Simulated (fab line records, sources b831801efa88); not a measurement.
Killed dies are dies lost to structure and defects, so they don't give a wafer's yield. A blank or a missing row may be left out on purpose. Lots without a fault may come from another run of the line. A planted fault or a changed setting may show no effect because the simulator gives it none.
fab line records | flow gf180mcu
record lots=5 wafers=15 last_day=34
route steps=602 shown M1@325 V1@335
lots that met no fault: from a run of the same line without faults
start_h: hours from the record's first day to the start of the lot's first wafer shown | wait_h: hours since the lot's step before | " the same as in the row above | L1.1+2: a row that stands for several wafers | - no value, or no start given | * or withheld: withheld | < > ~ a bound
route shown NAME@n: a module of which the file shows steps, and the number in the route of the first | usual: mean/standard deviation of fault-free wafers | same: alike in all rows | chamber/n: place in a boat | sites: the reading at each site | _std_site: their standard deviation | _edge_site: outer sites' mean less inner sites' | radius_mm: how far each site lies from the wafer's centre | mask NAME#n: copy n | behind: the tool/chamber that last shaped the wafer | hold: why the lot was held/for how many hours/how that ended | device: the transistor (n, p or np) that didn't switch | end of line: the same wafers' tests at the end of the route | a step without rows: its recipe alone | killed: dies lost to structure and defects at the first sort, not the wafer's yield | map: a wafer's dies, x killed, . not, _ none there
set.NAME: the setting as run; set.NAME@STEP: as run at that earlier step | model.NAME: the simulator's own value behind a step, which no gauge read
lots at some steps of the route; a table a step, a row a wafer
services: from which hour (start_h, from the record's first day; less than 0 if before it) a tool's chamber was out of use, for how many hours, and why
## steps
# step GF_M1_SOFTBAKE_10
# recipe temp_c=130 time_s=60 resist=KrF
# step GF_M1_EXPOSE_11
# recipe mask_id=Metal1 target_cd_nm=230 na=0.68 source_shape=conventional sigma_outer=0.6 dose_mj=28
# step GF_M1_PEB_12
# recipe peb_temp_c=135 peb_time_s=90 resist=KrF
# step GF_M1_DEVELOP_13
# recipe develop_time_s=60 dev_temp_c=21
# step GF_M1_CD_MEAS_14
# recipe target_cd_nm=230
# usual cd_nm=229.9/1.2
# columns lot.wafer tool chamber start_h wait_h cd_nm
L378.4 cd_sem-02 - 400.17 0.1 227.9
L378.5 " - " " 228.1
L378.6 " - " " 228.2
L384.3 cd_sem-02 - 454.19 0.1 229.9
L384.4 " - " " 229.7
L384.5 " - " " 229.4
L390.1 cd_sem-02 - 511.46 0.1 230.3
L390.3 " - " " 229.6
L390.5 " - " " 230.6
L399.1 cd_sem-01 - 573.74 0.1 230.6
L399.3 " - " " 230.7
L399.6 " - " " 231.3
L400.1 cd_sem-01 - 579.11 0.1 229.4
L400.2 " - " " 229.1
L400.6 " - " " 229.1
# step GF_M1_OVL_MEAS_15
# usual M1_OVL=0/4.5
# columns lot.wafer tool chamber start_h wait_h M1_OVL[nm]
L378.4 overlay-01 - 400.25 0.1 -7
L378.5 " - " " 2
L378.6 " - " " -3
L384.3 overlay-01 - 454.28 0.1 8
L384.4 " - " " 7
L384.5 " - " " 7
L390.1 overlay-01 - 511.58 0.1 -6
L390.3 " - " " -4
L390.5 " - " " -7
L399.1 overlay-01 - 573.86 0.1 -2
L399.3 " - " " -6
L399.6 " - " " -5
L400.1 overlay-02 - 579.23 0.1 1
L400.2 " - " " 2
L400.6 " - " " 7
# step GF_M1_METAL_ETCH_16
# recipe chemistry=Cl2/BCl3 mask_material=KrF target_depth_nm=627.5 stop_on=SiO2 pressure_mtorr=8 icp_w=800 bias_w=140 Cl2_flow_sccm=80 bcl3_flow_sccm=40 time_s=104.6
# usual bias_w=140.0/0.41 drypump_motor_current_A=5.9/0.35 he_backside_leak_sccm=3.24/0.19 oes_product_au=0.975/0.0063 throttle_valve_pct=28.246/0.011
# same time_s=104.6
# columns lot.wafer tool chamber start_h wait_h bias_w drypump_motor_current_A he_backside_leak_sccm oes_product_au rf_hours_counter_h throttle_valve_pct
L378.4 rie_metal-04 1 400.32 0.1 139.8 6.3 3.20 0.970 - 28.263
L378.5 " 1 " " 140.1 6.2 3.23 0.970 - 28.261
L378.6 " 0 " " 140.2 6.1 3.09 0.979 - 28.240
L384.3 rie_metal-04 0 454.34 0.1 140.5 6.1 3.16 0.977 - 28.242
L384.4 " 1 " " 139.7 6.2 3.00 0.982 - 28.247
L384.5 " 1 " " 139.4 6.2 3.06 0.980 - 28.250
L390.1 rie_metal-03 1 511.62 0.0 139.9 5.6 3.49 0.976 10.9 28.246
L390.3 " 1 " " 140.3 5.6 3.44 0.978 - 28.248
L390.5 " 1 " " 139.9 5.6 3.49 0.972 - 28.243
L399.1 rie_metal-03 0 573.89 0.0 139.8 6.5 3.18 0.982 0.3 28.243
L399.3 " 0 " " 139.6 6.5 3.00 0.981 - 28.247
L399.6 " 0 " " 140.2 6.5 3.00 0.973 - 28.233
L400.1 rie_metal-04 1 579.27 0.0 139.4 6.2 3.19 0.981 9.0 28.250
L400.2 " 0 " " 139.4 6.1 3.28 0.979 6.2 28.241
L400.6 " 1 " " 140.0 6.3 3.14 0.977 - 28.230
# step GF_M1_STRIP_17
# recipe chemistry=O2/N2 power_w=1400 pressure_mtorr=1500 platen_temp_c=250 o2_flow_sccm=3000 n2_flow_sccm=300 overash_fraction=0.5
# usual drypump_motor_current_A=5.8/0.56 heater_power_w=340/18 oes_product_au=0.558/0.0052 strip_time_to_endpoint_s=7.88/0.043
# columns lot.wafer tool chamber start_h wait_h drypump_motor_current_A heater_power_w oes_product_au rf_hours_counter_h strip_time_to_endpoint_s
L378.4 plasma_asher-04 0 400.45 0.1 5.8 331 0.567 - 7.98
L378.5 " 1 " " 5.8 345 0.562 - 7.98
L378.6 " 0 " " 5.8 325 0.562 - 7.89
L384.3 plasma_asher-02 1 454.45 0.1 6.6 318 0.553 - 7.83
L384.4 " 0 " " 5.8 356 0.555 - 7.90
L384.5 " 0 " " 5.8 362 0.565 - 7.90
L390.1 plasma_asher-03 0 511.73 0.1 5.9 340 0.561 72 7.83
L390.3 " 0 " " 5.9 333 0.552 - 7.90
L390.5 " 1 " " 4.6 360 0.552 - 7.87
L399.1 plasma_asher-03 0 574.01 0.1 5.9 327 0.555 78 7.89
L399.3 " 0 " " 5.9 331 0.553 - 7.87
L399.6 " 0 " " 5.9 335 0.561 - 7.89
L400.1 plasma_asher-03 0 579.38 0.1 5.9 335 0.566 79 7.96
L400.2 " 1 " " 4.6 351 0.554 79 7.86
L400.6 " 0 " " 5.9 321 0.559 - 7.95
# step GF_M1_STRIP_18
# recipe chemistry=post_etch_residue_remover time_s=1200 temp_c=72.5
# step GF_M1_CLEAN_19
# recipe chemistry=DIW dry=n2_spin
# step GF_V1_CVD_00
# recipe material=SiO2 target_thk_nm=600 sigma_open_frac=0.3 temp_c=400 time_s=100 sih4_flow_sccm=60 pressure_mtorr=6
# step GF_V1_THK_MEAS_01
# recipe reads=SiO2_of_V1_CVD_00
# usual V1_CVD_00_THK=601/5.8
# columns lot.wafer tool chamber start_h wait_h V1_CVD_00_THK[nm]
L378.4 film_metro-01 - 401.09 0.0 604
L378.5 " - " " 599
L378.6 " - " " 595
L384.3 film_metro-02 - 455.04 0.1 595
L384.4 " - " " 600
L384.5 " - " " 602
L390.1 film_metro-02 - 512.34 0.0 602
L390.3 " - " " 604
L390.5 " - " " 606
L399.1 film_metro-01 - 574.61 0.0 601
L399.3 " - " " 609
L399.6 " - " " 601
L400.1 film_metro-02 - 580.02 0.0 610
L400.2 " - " " 603
L400.6 " - " " 599
# step GF_V1_CVD_02
# recipe material=SiO2 target_thk_nm=850 precursor=TEOS temp_c=400 time_s=94.851 rf_w=600
# usual heater_power_w=680/99
# columns lot.wafer tool chamber start_h wait_h heater_power_w model.SiO2_of_V1_CVD_02.thk_nm
L378.4 pecvd-02 2 401.16 0.1 585 835.3
L378.5 " 1 " " 830 859.5
L378.6 " 0 " " 626 838.7
L384.3 pecvd-01 1 455.08 0.0 615 837.4
L384.4 " 0 " " 774 862.4
L384.5 " 2 " " 701 852
L390.1 pecvd-01 2 512.40 0.1 608 807.9
L390.3 " 1 " " 732 822.5
L390.5 " 0 " " 805 821.7
L399.1 pecvd-02 0 574.67 0.1 678 839.6
L399.3 " 2 " " 536 836.8
L399.6 " 0 " " 718 839.6
L400.1 pecvd-02 0 580.08 0.1 725 842.7
L400.2 " 1 " " 838 841.8
L400.6 " 2 " " 463 851.8
# step GF_V1_THK_MEAS_03
# recipe reads=SiO2_of_V1_CVD_02
# usual V1_CVD_02_THK=852/12
# columns lot.wafer tool chamber start_h wait_h V1_CVD_02_THK[nm]
L378.4 film_metro-02 - 401.22 0.0 836
L378.5 " - " " 860
L378.6 " - " " 839
L384.3 film_metro-04 - 455.17 0.1 838
L384.4 " - " " 863
L384.5 " - " " 852
L390.1 film_metro-04 - 512.47 0.0 808
L390.3 " - " " 823
L390.5 " - " " 822
L399.1 film_metro-02 - 574.74 0.0 840
L399.3 " - " " 837
L399.6 " - " " 839
L400.1 film_metro-01 - 580.14 0.0 842
L400.2 " - " " 842
L400.6 " - " " 852
# step GF_V1_CMP_04
# recipe material=SiO2 down_force_psi=4 platen_rpm=60 pad_velocity_m_s=0.94248
# usual motor_current_A=12.3/1 time_to_endpoint_s=80/5.7
# columns lot.wafer tool chamber start_h wait_h motor_current_A time_to_endpoint_s
L378.4 cmp-02 0 401.30 0.1 12.3 74
L378.6 " 3 " " 13.8 76
L378.5 " 0 " " 12.6 79
L384.4 cmp-02 1 455.21 0.0 10.8 83
L384.3 " 2 " " 11.5 68
L384.5 " 2 " " 11.2 77
L390.1 cmp-01 1 512.58 0.1 13.8 61
L390.3 " 3 " " 11.9 71
L390.5 " 0 " " 10.9 68
L399.1 cmp-02 1 574.85 0.1 11.6 82
L399.3 " 2 " " 12.0 76
L399.6 " 0 " " 12.8 79
L400.2 cmp-01 0 580.20 0.0 10.8 67
L400.1 " 2 " " 13.1 72
L400.6 " 1 " " 14.2 73
## services
# columns tool chamber start_h hours kind
cmp-02 - 404.18 4.0 pm
cmp-02 - 408.18 - consumable_replace:conditioner
pecvd-01 - 420.32 2.1 repair
plasma_asher-02 - 421.25 9.0 pm
cmp-01 - 451.89 10.2 repair
plasma_asher-03 - 451.93 2.8 pm
rie_metal-04 1 457.94 3.7 repair
pecvd-02 - 458.93 0.2 repair
plasma_asher-03 - 485.73 0.9 repair
plasma_asher-04 - 486.01 5.8 pm
plasma_asher-03 - 487.89 2.3 repair
rie_metal-04 - 489.88 0.7 repair
rie_metal-03 1 513.04 2.5 repair
rie_metal-03 - 523.65 2.8 pm
cmp-02 - 526.15 8.5 repair
rie_metal-03 0 531.06 1.1 repair
cmp-01 - 535.28 1.3 repair
pecvd-01 2 536.08 3.4 repair
rie_metal-04 - 545.86 2.8 pm
cmp-01 - 549.59 1.2 repair
cmp-01 - 552.96 1.9 repair
cmp-02 - 555.67 0.7 repair
cmp-01 - 567.20 3.3 repair
cmp-01 - 572.00 4.0 pm
## key
first_sign step=GF_V1_THK_MEAS_03 reading=V1_CVD_02_THK direction=down sigmas=2.9 usual=852 struck=817
effect none on later readings
model_effect step=GF_V1_CVD_02 value=SiO2_of_V1_CVD_02.thk_nm without=853.3 struck=817.4
met_at GF_V1_CVD_02
struck_wafers L390.1,L390.3,L390.5
onset_between 455.08 512.40
fault kind=process_parameter_drift tool=pecvd-01 chamber=- onset_h=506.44 steps=GF_V1_CVD_02 channel=target_thk_nm offset=-36.052 shape=step end_h=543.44 acts_in=these_recipes_only stated=850
